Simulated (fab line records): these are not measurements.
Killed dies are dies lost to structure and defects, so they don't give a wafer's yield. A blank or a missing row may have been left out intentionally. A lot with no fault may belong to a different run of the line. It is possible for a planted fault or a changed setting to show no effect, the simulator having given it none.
2 desks, one fault -- flow gf180mcu -- every desk sees just its own numbers, and what lay behind them comes last

## FOR THE TOOL OWNER'S DESK: wet bench-02
The tool's own readings at GF_DUAL_GATE_WET_ETCH_12 (etches SiO2 in dHF, target depth 13 nm, time 260 s): means of the sampled wafers that have a number, for each lot that ran on this tool. A lot is out of limits, marked OUT, if its mean lies more than 4 standard deviations from the usual mean; the brackets give that distance.
Columns: A = run length s at GF_DUAL_GATE_WET_ETCH_12, usual 289 s
lot,first seen here,A
L963,day 8 21:35,295
L973,day 11 18:32,295
L976,day 12 16:55,293
L977,day 12 21:41,284
L980,day 13 21:35,52 (-58) OUT
Finding of this desk: L980 out of limits; the first was L980 at day 13 21:35, on run length s at GF_DUAL_GATE_WET_ETCH_12. L963, L973, L976, L977 stayed within limits.

## THE METROLOGY DESK
Means of the sampled wafers that have a number, per lot and without regard to the tool the lot ran on: this is what the gauges read. A lot is out of limits, marked OUT, if its mean lies more than 4 standard deviations from the usual mean; the brackets give that distance.
Columns: A = POLY_GATE_CVD_00_THK at GF_POLY_GATE_THK_MEAS_01, usual 200.9 nm
lot,first seen here,A
L962,day 8 17:32,199.1
L963,day 9 00:51,202.7
L965,day 9 12:33,202.8
L968,day 10 13:12,202.0
L969,day 10 20:58,200.5
L971,day 11 15:08,199.7
L972,day 11 18:01,198.6
L973,day 11 21:41,199.3
L974,day 12 05:03,201.4
L976,day 12 20:03,204.4
L977,day 13 00:49,202.1
L982,day 14 15:07,203.3
This desk found nothing out of limits on any of the 12 lots.

## ALL TOGETHER
An alarm could have come from the tool owner's desk at day 13 21:35, on L980.
From the metrology desk's view, nothing was out of limits.
The metrology desk has no number on record for L980.
Every lot named ran GF_DUAL_GATE_WET_ETCH_12 on wet bench-02.

## WHAT THE SIMULATOR HAD PUT IN
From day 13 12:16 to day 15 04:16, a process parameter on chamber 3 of wet bench-02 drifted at GF_DUAL_GATE_WET_ETCH_12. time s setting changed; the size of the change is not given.
Lots struck among those shown: L980.
Time in hours from fault onset to the first out-of-limits reading at each desk: the tool owner's desk, 9.
